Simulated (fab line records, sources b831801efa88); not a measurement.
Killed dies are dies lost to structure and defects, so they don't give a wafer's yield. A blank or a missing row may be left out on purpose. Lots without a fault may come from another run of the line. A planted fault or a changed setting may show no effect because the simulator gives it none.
Split-lot experiment | flow gf180mcu | 5 lots, 23 wafers read, on a route of 602 steps

THE SPLIT
At GF_V2_SPUTTER_21 (material Ti, target thk 15 nm, time 80.02 s), the setting chamber_pressure_pa was moved away from the recipe's 5 Pa on 20 of the 23 wafers read, by -6.7% to +5.2%. The other wafers ran this setting at the recipe's value.

The reading is taken at the split's own step.

THE READING
Ti_of_V2_SPUTTER_21.thk_nm (the simulator's own value, which no gauge read), in nm, at GF_V2_SPUTTER_21 (material Ti, target thk 15 nm, time 80.02 s). The file gives no usual value for it. The 3 wafers here that ran the recipe average 15.05 nm, standard deviation 0.14 nm.

wafer  | tool, chamber at the split | chamber_pressure_pa as run, Pa | against the recipe | Ti_of_V2_SPUTTER_21.thk_nm, nm | against lot-mates on the recipe
L075.1 | pvd_sputter-04, -          | 4.663                          | -6.7%              | 15.72                          | no lot-mate on the recipe
L075.2 | pvd_sputter-04, -          | 4.663                          | -6.7%              | 15.96                          | no lot-mate on the recipe
L075.3 | pvd_sputter-04, -          | 4.663                          | -6.7%              | 15.92                          | no lot-mate on the recipe
L075.4 | pvd_sputter-04, -          | 4.663                          | -6.7%              | 16.01                          | no lot-mate on the recipe
L075.6 | pvd_sputter-04, -          | 4.663                          | -6.7%              | 16.09                          | no lot-mate on the recipe
L079.1 | pvd_sputter-03, -          | 4.702                          | -6.0%              | 16.07                          | no lot-mate on the recipe
L079.2 | pvd_sputter-03, -          | 4.702                          | -6.0%              | 16.07                          | no lot-mate on the recipe
L079.3 | pvd_sputter-03, -          | 4.702                          | -6.0%              | 15.98                          | no lot-mate on the recipe
L079.4 | pvd_sputter-03, -          | 4.702                          | -6.0%              | 16.01                          | no lot-mate on the recipe
L079.5 | pvd_sputter-03, -          | 4.702                          | -6.0%              | 16                             | no lot-mate on the recipe
L078.2 | pvd_sputter-03, -          | 5.261                          | +5.2%              | 13.92                          | no lot-mate on the recipe
L078.3 | pvd_sputter-03, -          | 5.261                          | +5.2%              | 13.92                          | no lot-mate on the recipe
L078.4 | pvd_sputter-03, -          | 5.261                          | +5.2%              | 14.1                           | no lot-mate on the recipe
L078.5 | pvd_sputter-03, -          | 5.261                          | +5.2%              | 13.91                          | no lot-mate on the recipe
L078.6 | pvd_sputter-03, -          | 5.261                          | +5.2%              | 13.74                          | no lot-mate on the recipe
L082.1 | pvd_sputter-02, -          | 4.776                          | -4.5%              | 15.43                          | no lot-mate on the recipe
L082.2 | pvd_sputter-02, -          | 4.776                          | -4.5%              | 15.46                          | no lot-mate on the recipe
L082.3 | pvd_sputter-02, -          | 4.776                          | -4.5%              | 15.33                          | no lot-mate on the recipe
L082.4 | pvd_sputter-02, -          | 4.776                          | -4.5%              | 15.56                          | no lot-mate on the recipe
L082.6 | pvd_sputter-02, -          | 4.776                          | -4.5%              | 15.55                          | no lot-mate on the recipe
L085.2 | pvd_sputter-02, -          | 5                              | recipe             | 14.92                          | -
L085.3 | pvd_sputter-02, -          | 5                              | recipe             | 14.99                          | -
L085.4 | pvd_sputter-02, -          | 5                              | recipe             | 15.24                          | -

THE FIT
A straight line over all 23 wafers: Ti_of_V2_SPUTTER_21.thk_nm changes by -0.171 nm for each +1% of chamber_pressure_pa; r = -0.98; the points scatter about the line by 0.17 nm.
Too few moved wafers have a lot-mate on the recipe to fit a line with each lot's own level taken away.

THE FILE'S OWN FIT
Ti_of_V2_SPUTTER_21.thk_nm changes by -0.171 nm for each +1% of chamber_pressure_pa, r = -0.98.
